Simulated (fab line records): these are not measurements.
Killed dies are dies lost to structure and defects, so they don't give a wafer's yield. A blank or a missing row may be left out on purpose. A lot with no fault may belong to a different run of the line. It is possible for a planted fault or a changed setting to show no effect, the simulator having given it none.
Which tool was responsible? -- flow gf180mcu -- Sampling: 6 lots, 18 wafers, 2 of 602 route steps

## WHAT EACH GAUGE READ, for each wafer
GF_HV_LDD_RS_MEAS_53: measures by four-point-probe.
lot,measured,on,HV_LDD_RS (ohm/sq)
L209,day 13 19:44,film-metro-04,418.9 419.1 419.9
L215,day 15 17:50,film-metro-04,424.5 426.0 426.0 424.9 426.3 425.0
L217,day 16 14:20,film-metro-02,425.9 424.9 424.4 426.3 425.5 424.7
L223,day 18 21:29,film-metro-04,418.6 418.8 418.8
L226,day 19 08:26,film-metro-01,417.2 417.4 417.9
L228,day 20 09:55,film-metro-01,418.6 418.6 417.9

## TOOL THAT RAN EACH LOT (tool first, then ch and the chambers of the sampled wafers, then the start)
lot,GF_HV_LDD_IMPLANT_36
L209,"implanter-04 ch 0, day 12 23:10"
L215,"implanter-03 ch 0, day 14 20:43"
L217,"implanter-03 ch 0, day 15 15:58"
L223,"implanter-02 ch 0, day 17 21:33"
L226,"implanter-04 ch 0, day 18 08:00"
L228,"implanter-03 ch 0, day 19 08:47"
- GF_HV_LDD_IMPLANT_36

## THE ANSWER, worked out from the rows above alone
Rule: what is usual is taken from the lots themselves. The widest of any qualifying gaps counts: lots, ordered by their means at a reading, are off when they make up no more than a third of the lots, leave a main group of 4 or more, and stand apart from it by 3 or more times the standard deviation of that group's means. If all means in a main group match to the digits the tables above print for the reading, that group is not used. Also off: a lot with no number at a reading for which 4 or more lots have one. All remaining lots with rows at the step are treated as sound.
Off: L215, L217, at GF_HV_LDD_RS_MEAS_53 (HV_LDD_RS). Mean 418.5 ohm/sq and standard deviation 0.65 in the main group.
If a tool, at a process step before that reading, ran all the lots that are off and no sound lot after the first of them, it fits. Those tools and the gauges at GF_HV_LDD_RS_MEAS_53 are tried in the same way. Not one of the candidates tried fits.

## WHAT THE SIMULATOR PUT IN
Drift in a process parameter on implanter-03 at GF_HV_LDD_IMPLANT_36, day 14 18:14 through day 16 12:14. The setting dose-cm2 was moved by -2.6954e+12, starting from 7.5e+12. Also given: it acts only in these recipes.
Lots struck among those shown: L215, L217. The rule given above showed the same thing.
